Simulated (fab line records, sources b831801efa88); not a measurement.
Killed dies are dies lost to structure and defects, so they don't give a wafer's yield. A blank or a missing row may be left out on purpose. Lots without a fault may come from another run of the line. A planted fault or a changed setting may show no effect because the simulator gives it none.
Which tool did it? | flow gf180mcu | 13 lots, 39 wafers sampled, at 4 steps of a route of 602

WHAT THE GAUGES READ, wafer by wafer
GF_V1_OVL_MEAS_15. Usual: V1_OVL -2 nm, standard deviation 5.7.
lot  | measured     | on         | V1_OVL (nm) | flag
L872 | day 18 01:58 | overlay-02 | 1 -6 1      |
L873 | day 18 09:20 | overlay-02 | 4 -1 7      |
L874 | day 18 22:07 | overlay-01 | -3 -4 -7    |
L875 | day 19 04:49 | overlay-01 | -2 -3 -8    |
L877 | day 20 04:00 | overlay-01 | 0 4 -1      |
L878 | day 20 08:49 | overlay-01 | 0 -4 2      |
L880 | day 21 09:04 | overlay-01 | -5 -1 -1    |
L881 | day 21 17:26 | overlay-01 | -3 0 -1     |
L888 | day 23 22:47 | overlay-01 | -6 0 -4     |
L890 | day 24 20:28 | overlay-02 | -2 0 -3     |
L893 | day 25 12:36 | overlay-01 | -4 -13 -3   |
L895 | day 26 00:00 | overlay-02 | -1 -1 -3    |
L894 | day 26 03:42 | overlay-01 | 4 6 -1      |

GF_V2_BOW_MEAS_05. Usual: V2_BOW 98 um, standard deviation 7.7.
lot  | measured     | on            | V2_BOW (um) | flag
L872 | day 19 05:11 | film_metro-02 | 98 106 104  |
L873 | day 19 13:02 | film_metro-02 | 98 99 90    |
L874 | day 20 01:19 | film_metro-03 | 108 99 99   |
L875 | day 20 07:51 | film_metro-02 | 88 88 90    |
L877 | day 21 06:57 | film_metro-01 | 102 95 97   |
L878 | day 21 11:52 | film_metro-02 | 110 103 102 |
L880 | day 22 11:20 | film_metro-02 | 104 98 113  |
L881 | day 22 19:50 | film_metro-02 | 100 97 107  |
L888 | day 25 00:16 | film_metro-03 | 109 100 108 |
L890 | day 25 20:29 | film_metro-01 | 95 97 97    |
L893 | day 26 12:06 | film_metro-02 | 87 95 84    |
L895 | day 26 23:03 | film_metro-02 | 98 95 85    |
L894 | day 27 02:39 | film_metro-02 | 96 88 106   |

WHICH TOOL RAN EACH LOT (tool, then ch and the chambers of the sampled wafers, then the start)
lot  | GF_SAB_STRIP_13                      | GF_V1_CVD_02
L872 | plasma_asher-02 ch 0,1, day 15 01:49 | pecvd-04 ch 0,1, day 17 01:34
L873 | plasma_asher-02 ch 0,1, day 15 10:14 | pecvd-01 ch 0,1,2, day 17 09:12
L874 | plasma_asher-03 ch 0,1, day 15 21:22 | pecvd-02 ch 0,1,2, day 17 22:05
L875 | plasma_asher-03 ch 0,1, day 16 02:08 | pecvd-04 ch 0,1,2, day 18 04:30
L877 | plasma_asher-02 ch 0,1, day 16 23:05 | pecvd-02 ch 0,2, day 19 02:43
L878 | plasma_asher-02 ch 0,1, day 17 04:47 | pecvd-02 ch 0,1, day 19 07:53
L880 | plasma_asher-02 ch 0,1, day 18 04:31 | pecvd-02 ch 0,2, day 20 08:54
L881 | plasma_asher-02 ch 0,1, day 18 12:10 | pecvd-02 ch 1,2, day 20 17:08
L888 | plasma_asher-02 ch 0,1, day 20 20:59 | pecvd-01 ch 0,1,2, day 22 23:25
L890 | plasma_asher-02 ch 0,1, day 21 15:05 | pecvd-02 ch 0,1, day 23 22:16
L893 | plasma_asher-02 ch 0,1, day 22 13:39 | pecvd-02 ch 0,1,2, day 24 14:37
L895 | plasma_asher-01 ch 0,1, day 23 02:01 | pecvd-01 ch 0,2, day 25 02:19
L894 | plasma_asher-01 ch 0,1, day 23 06:41 | pecvd-01 ch 1,2, day 25 06:06
- GF_SAB_STRIP_13: strips in O2/N2.
- GF_V1_CVD_02: deposits SiO2 from TEOS, target thk 850 nm, time 94.851 s.

WHAT THE TOOLS THEMSELVES READ (means of the sampled wafers that have a number; where no wafer has one, the mark that the record gives instead)
GF_SAB_STRIP_13. Usual: drypump_motor_current_A 5.9 A, standard deviation 0.31; heater_power_w 338 W, standard deviation 36; oes_product_au 0.709 a.u., standard deviation 0.0046; strip_time_to_endpoint_s 12.60 s, standard deviation 0.033.
lot  | tool            | drypump_motor_current_A (A) | heater_power_w (W) | oes_product_au (a.u.) | strip_time_to_endpoint_s (s) | flag
L872 | plasma_asher-02 | 5.7                         | 325                | 0.707                 | 12.62                        |
L873 | plasma_asher-02 | 5.7                         | 325                | 0.708                 | 12.62                        |
L874 | plasma_asher-03 | 6.1                         | 343                | 0.711                 | 12.62                        |
L875 | plasma_asher-03 | 5.9                         | 325                | 0.707                 | 12.62                        |
L877 | plasma_asher-02 | 5.7                         | 325                | 0.711                 | 12.58                        |
L878 | plasma_asher-02 | 5.9                         | 333                | 0.708                 | 12.60                        |
L880 | plasma_asher-02 | 5.7                         | 329                | 0.711                 | 12.65                        |
L881 | plasma_asher-02 | 5.7                         | 325                | 0.707                 | 12.55                        |
L888 | plasma_asher-02 | 5.7                         | 326                | 0.711                 | 12.61                        |
L890 | plasma_asher-02 | 5.9                         | 338                | 0.709                 | 12.57                        |
L893 | plasma_asher-02 | 5.9                         | 336                | 0.712                 | 12.62                        |
L895 | plasma_asher-01 | 6.1                         | 387                | 0.710                 | 12.59                        |
L894 | plasma_asher-01 | 6.2                         | 386                | 0.710                 | 12.57                        |

GF_V1_CVD_02. Usual: heater_power_w 657 W, standard deviation 100; run_length_s 122.5 s, standard deviation 0.66.
lot  | tool     | heater_power_w (W) | run_length_s (s) | flag
L872 | pecvd-04 | 760                | 122.7            |
L873 | pecvd-01 | 614                | 122.0            |
L874 | pecvd-02 | 668                | 122.8            |
L875 | pecvd-04 | 791                | 122.6            |
L877 | pecvd-02 | 692                | 122.6            |
L878 | pecvd-02 | 774                | 122.5            |
L880 | pecvd-02 | 636                | 125.7            | OFF
L881 | pecvd-02 | 720                | 125.7            | OFF
L888 | pecvd-01 | 589                | 122.2            |
L890 | pecvd-02 | 815                | 122.6            |
L893 | pecvd-02 | 723                | 123.6            |
L895 | pecvd-01 | 615                | 121.8            |
L894 | pecvd-01 | 587                | 122.5            |

THE ANSWER, worked out from the rows above alone
Rule: a lot is off if the mean of its wafers that have a number lies more than 3 standard deviations from the usual mean. A lot without any number at a reading at which 4 lots or more have one is off too. The other lots that the step has rows for count as sound. The gauges are gone through in route order, then the tools' own readings, and for those a lot's mean is taken as printed above. The first step at which some lot is off is used, and at that step the reading that is off furthest; a lot without a number counts as furthest.
Off: L880, L881, at GF_V1_CVD_02 (run_length_s).
A tool fits if, at that step or a process step before it, it ran every lot that is off, and no sound lot after the first of them. None of those tried fits.

WHAT THE SIMULATOR HAD PUT IN
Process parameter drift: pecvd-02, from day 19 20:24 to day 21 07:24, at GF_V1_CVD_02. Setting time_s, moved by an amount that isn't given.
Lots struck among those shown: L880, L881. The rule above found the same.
